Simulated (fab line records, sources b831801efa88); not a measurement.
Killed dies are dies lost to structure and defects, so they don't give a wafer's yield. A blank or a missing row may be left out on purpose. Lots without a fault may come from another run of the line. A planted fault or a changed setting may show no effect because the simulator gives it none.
A struck lot beside a sound one | flow sky130 | 23 steps out of a route of 708
Sound: wafers L425.1, L425.5, L425.6. Struck: wafers L437.2, L437.3, L437.6. The cause comes at the end.
At each step with rows: each side's tool, then ch and its chambers, then its first start. Under that, the readings that differ: sound wafers | struck wafers | difference of the means | sigmas: that difference in standard deviations of wafers without a fault.
alike: readings whose means differ by less than 2 such deviations, and words and numbers that are the same on both sides. not compared: withheld readings, readings that some wafer has no value for, bounds like >300 that may hide the same value, and numbers for which the record gives no deviation and whose values overlap.
The two part at a step that has a row with sigmas, a row that says differs or no value, or rows on one side only. Numbers that don't overlap but have no deviation are shown without sigmas and don't part them. A reading that every wafer of one side lacks parts them only if that side has two wafers or more.

first, 1 step without rows for these wafers: SKY_CAP2M_DEVELOP_11 (develop time 60 s).
SKY_CAP2M_OVL_MEAS_12:
  sound on overlay-01, day 41 12:40; struck on overlay-01, day 44 14:28
  alike: CAP2M_OVL
SKY_CAP2M_METAL_ETCH_13: etches TiN in Cl2/BCl3, stops on SiO2, target depth 220 nm, time 62.9 s.
  sound on rie_metal-04 ch 0,1, day 41 12:42; struck on rie_metal-01 ch 0,1, day 44 14:30
  alike: bcl3_flow_sccm, bias_w, drypump_motor_current_A, oes_product_au, throttle_valve_pct
  not compared: rf_hours_counter_h
SKY_CAP2M_STRIP_14: strips in O2/N2.
  sound on plasma_asher-03 ch 0,1, day 41 12:47; struck on plasma_asher-03 ch 0,1, day 44 14:35
  reading                      | sound             | struck            | difference | sigmas
  strip_time_to_endpoint_s (s) | 12.62 12.59 12.60 | 12.73 12.67 12.66 | +0.08      | +2
  alike: drypump_motor_current_A, o2_flow_sccm, oes_product_au
  not compared: rf_hours_counter_h
then, 8 steps without rows for these wafers: SKY_CAP2M_STRIP_15 (strips in post etch residue remover, time 1200 s); SKY_CAP2M_CLEAN_16 (cleans in IPA, time 180 s); SKY_CAP2M_CLEAN_17 (cleans in O3/DIW); SKY_METAL4_DEHYDRATE_05 (time 60 s); SKY_METAL4_HMDS_06 (prime time 60 s); SKY_METAL4_COAT_07 (resist thk 60 nm); SKY_METAL4_COAT_08 (resist thk 1140 nm); SKY_METAL4_SOFTBAKE_09 (time 90 s).
SKY_METAL4_EXPOSE_10: exposes mask MM4, target cd 300 nm.
  sound on krf_scanner-02 ch 0, day 42 01:47; struck on krf_scanner-02 ch 0, day 45 02:10
  reading              | sound             | struck            | difference | sigmas
  exposure_dose_mJ_cm2 | 28.02 28.02 28.02 | 28.87 28.86 28.89 | +0.85      | +26
  alike: mask
then, 2 steps without rows for these wafers: SKY_METAL4_PEB_11; SKY_METAL4_DEVELOP_12 (develop time 60 s).
SKY_METAL4_CD_MEAS_13: target cd 300 nm.
  sound on cd_sem-02, day 42 13:22; struck on cd_sem-01, day 45 13:02
  reading    | sound             | struck            | difference | sigmas
  cd_nm (nm) | 298.6 299.0 300.2 | 295.7 294.2 294.6 | -4.4       | -3
  not compared: hold
SKY_METAL4_OVL_MEAS_14:
  sound on overlay-02, day 42 13:29; struck on overlay-02, day 45 18:17
  reading | sound | struck                                                                     | difference                   | sigmas
  hold    | - - - | await_dispo/5.1h/release await_dispo/5.1h/release await_dispo/5.1h/release | no value on the sound wafers |
  alike: METAL4_OVL
SKY_METAL4_DESCUM_15: chemistry O2, time 8 s.
  sound on rie_metal-01 ch 0,1, day 42 13:31; struck on rie_metal-02 ch 0, day 45 18:19
  reading                 | sound             | struck            | difference | sigmas
  model.METAL4.cd_nm (nm) | 298.9 299.3 300.1 | 295.9 294.5 295.2 | -4.2       |
  alike: drypump_motor_current_A, oes_product_au
  not compared: rf_hours_counter_h
SKY_METAL4_ETCH_16: etches BARC in N2/H2, stops on SiO2, time 88.2 s, target depth 60 nm.
  sound on rie_metal-01 ch 0,1, day 42 13:33; struck on rie_metal-02 ch 0, day 45 18:20
  alike: bias_w, drypump_motor_current_A, oes_product_au, throttle_valve_pct
  not compared: rf_hours_counter_h
SKY_METAL4_ETCH_17: etches SiO2 in C4F8/O2/Ar, stops on TiN, time 3.9 s, target depth 15 nm.
  sound on rie_diel-04 ch 1,2, day 42 13:39; struck on rie_diel-02 ch 0,1,2, day 45 18:26
  alike: bias_w, oes_product_au
  not compared: rf_hours_counter_h
SKY_METAL4_METAL_ETCH_18: etches the open film in Cl2/BCl3, stops on SiO2, target depth 845 nm, time 183.1 s.
  sound on rie_metal-04 ch 0,1, day 42 13:40; struck on rie_metal-01 ch 0, day 45 18:28
  reading                 | sound             | struck          | difference | sigmas
  model.METAL4.cd_nm (nm) | 303.8 303.5 303.2 | 294.1 295 292.9 | -9.5       |
  alike: bcl3_flow_sccm, bias_w, drypump_motor_current_A, oes_product_au, throttle_valve_pct
  not compared: rf_hours_counter_h
SKY_METAL4_STRIP_19: strips in O2/N2.
  sound on plasma_asher-04 ch 0,1, day 42 13:50; struck on plasma_asher-04 ch 0,1, day 45 18:38
  alike: drypump_motor_current_A, o2_flow_sccm, oes_product_au, strip_time_to_endpoint_s
  not compared: rf_hours_counter_h
-- the record jumps here: 3 days lie between the struck wafers' starts before and after (it left off in module METAL4 and takes up again in module PAD_OPEN, whose first step shown is number 708 of the route) --
SKY_PAD_OPEN_PROBE_99:
  sound on prober-01, day 46 12:53; struck on prober-01, day 49 01:31
  reading                        | sound             | struck          | difference | sigmas
  model.etest.met4.width_nm (nm) | 303.4 304.9 305.2 | 294.7 294 293.9 | -10.3      |
  alike: defect_limited_yield, killed_at_M0_to_M3, killed_at_M4_up, killed_at_contacts, killed_at_front_end, killed_at_other, killed_dies, killed_open, killed_short, sort_bin_3_pad_short, sort_bin_5_function, sort_bin_6_memory, sort_n_pass, sort_yield_pct

WHERE THEY PART
First at SKY_CAP2M_STRIP_14; last, within this record, at SKY_METAL4_OVL_MEAS_14. Later steps at which nothing parts them and some readings are alike: SKY_METAL4_DESCUM_15, SKY_METAL4_ETCH_16, SKY_METAL4_ETCH_17, SKY_METAL4_METAL_ETCH_18, SKY_METAL4_STRIP_19, SKY_PAD_OPEN_PROBE_99.

WHY: what the simulator had put in
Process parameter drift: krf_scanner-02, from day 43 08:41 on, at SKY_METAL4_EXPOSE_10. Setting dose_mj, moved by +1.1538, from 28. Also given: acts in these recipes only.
